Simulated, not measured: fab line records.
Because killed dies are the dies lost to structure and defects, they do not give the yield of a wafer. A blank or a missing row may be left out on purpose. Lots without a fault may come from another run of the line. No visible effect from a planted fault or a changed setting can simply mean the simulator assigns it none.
Comparing a struck lot with a sound one | flow sky130 | 18 out of 708 route steps
Sound: wafers L827.1, L827.5, L827.6. Wafers struck: L821.2, L821.3, L821.5. The cause is named last.
At each step with rows: each side's tool, then ch and its chambers, then its first start. Under that, the readings that differ: sound wafers | struck wafers | difference of the means | sigmas: that difference in standard deviations of wafers without a fault.
alike: readings whose means differ by less than 2 such deviations, and words and numbers that are the same on both sides. not compared: withheld readings, readings that some wafer has no value for, bounds like >300 that may hide the same value, and numbers for which the record gives no deviation and whose values overlap.
Wherever a step has rows on one side only, a row that says differs or no value, or a row with sigmas, the two part there. Numbers that don't overlap but have no deviation are shown without sigmas and don't part them. A reading that every wafer of one side lacks parts them only if that side has two wafers or more.

first, 6 steps without rows for these wafers: SKY_RES_XHIGH_COAT_02 (resist thk 1140 nm); SKY_RES_XHIGH_SOFTBAKE_03 (time 60 s); SKY_RES_XHIGH_EXPOSE_04 (exposes mask URPM, target cd 1270 nm); SKY_RES_XHIGH_PEB_05; SKY_RES_XHIGH_DEVELOP_06 (develop time 60 s); SKY_RES_XHIGH_IMPLANT_07.
SKY_RES_XHIGH_STRIP_08: strips in O2/N2.
  sound on plasma_asher-04 ch 0,1, day 30 20:52; struck on plasma_asher-04 ch 0,1, day 28 16:44
  alike: chamber_pressure_mTorr, drypump_motor_current_A, oes_product_au, strip_time_to_endpoint_s
  not compared: rf_hours_counter_h
SKY_RES_XHIGH_TW_MEAS_09:
  sound on film_metro-04, day 30 20:58; struck on film_metro-03, day 28 16:51
  alike: RES_XHIGH_TW
then, 4 steps without rows for these wafers: SKY_SD_N_DEHYDRATE_00 (time 60 s); SKY_SD_N_HMDS_01 (prime time 60 s); SKY_SD_N_COAT_02 (resist thk 1140 nm); SKY_SD_N_SOFTBAKE_03 (time 60 s).
SKY_SD_N_EXPOSE_04: exposes mask NSDM, target cd 380 nm.
  sound on iline_stepper-02 ch 0, day 31 11:07; struck on iline_stepper-02 ch 0, day 29 07:58
  reading | sound                | struck                        | difference | sigmas
  mask    | NSDM#0 NSDM#0 NSDM#0 | NSDM_R1#0 NSDM_R1#0 NSDM_R1#0 | differs    |
  alike: exposure_dose_mJ_cm2, reticle_temp_C, stage_vel_mm_s
then, 2 steps without rows for these wafers: SKY_SD_N_PEB_05; SKY_SD_N_DEVELOP_06 (develop time 60 s).
SKY_SD_N_CD_MEAS_07: the cd target is 380 nm.
  sound on cd_sem-02, day 32 00:04; struck on cd_sem-01, day 29 22:42
  reading    | sound             | struck            | difference | sigmas
  cd_nm (nm) | 381.2 380.0 380.1 | 335.4 337.1 338.5 | -43.4      | -18
  not compared: hold
SKY_SD_N_OVL_MEAS_08:
  sound on overlay-01, day 32 00:11; struck on overlay-02, day 30 01:38
  reading | sound | struck                                                                     | difference                   | sigmas
  hold    | - - - | await_dispo/2.8h/release await_dispo/2.8h/release await_dispo/2.8h/release | no value on the sound wafers |
  alike: SD_N_OVL
-- the record jumps here: 17 days lie between the struck wafers' starts before and after (it left off in module SD_N and takes up again in module PAD_OPEN, whose first step shown is number 708 of the route) --
SKY_PAD_OPEN_PROBE_99:
  sound on prober-02, day 48 17:32; struck on prober-02, day 47 06:37
  alike: killed_at_M0_to_M3, killed_at_M4_up, killed_at_contacts, killed_at_front_end, killed_at_other, killed_dies, killed_open, killed_short

## WHERE THEY PART
First at SKY_SD_N_EXPOSE_04; last, within this record, at SKY_SD_N_OVL_MEAS_08. Later steps at which nothing parts them and some readings are alike: SKY_PAD_OPEN_PROBE_99.

WHY: whatever the simulator had introduced
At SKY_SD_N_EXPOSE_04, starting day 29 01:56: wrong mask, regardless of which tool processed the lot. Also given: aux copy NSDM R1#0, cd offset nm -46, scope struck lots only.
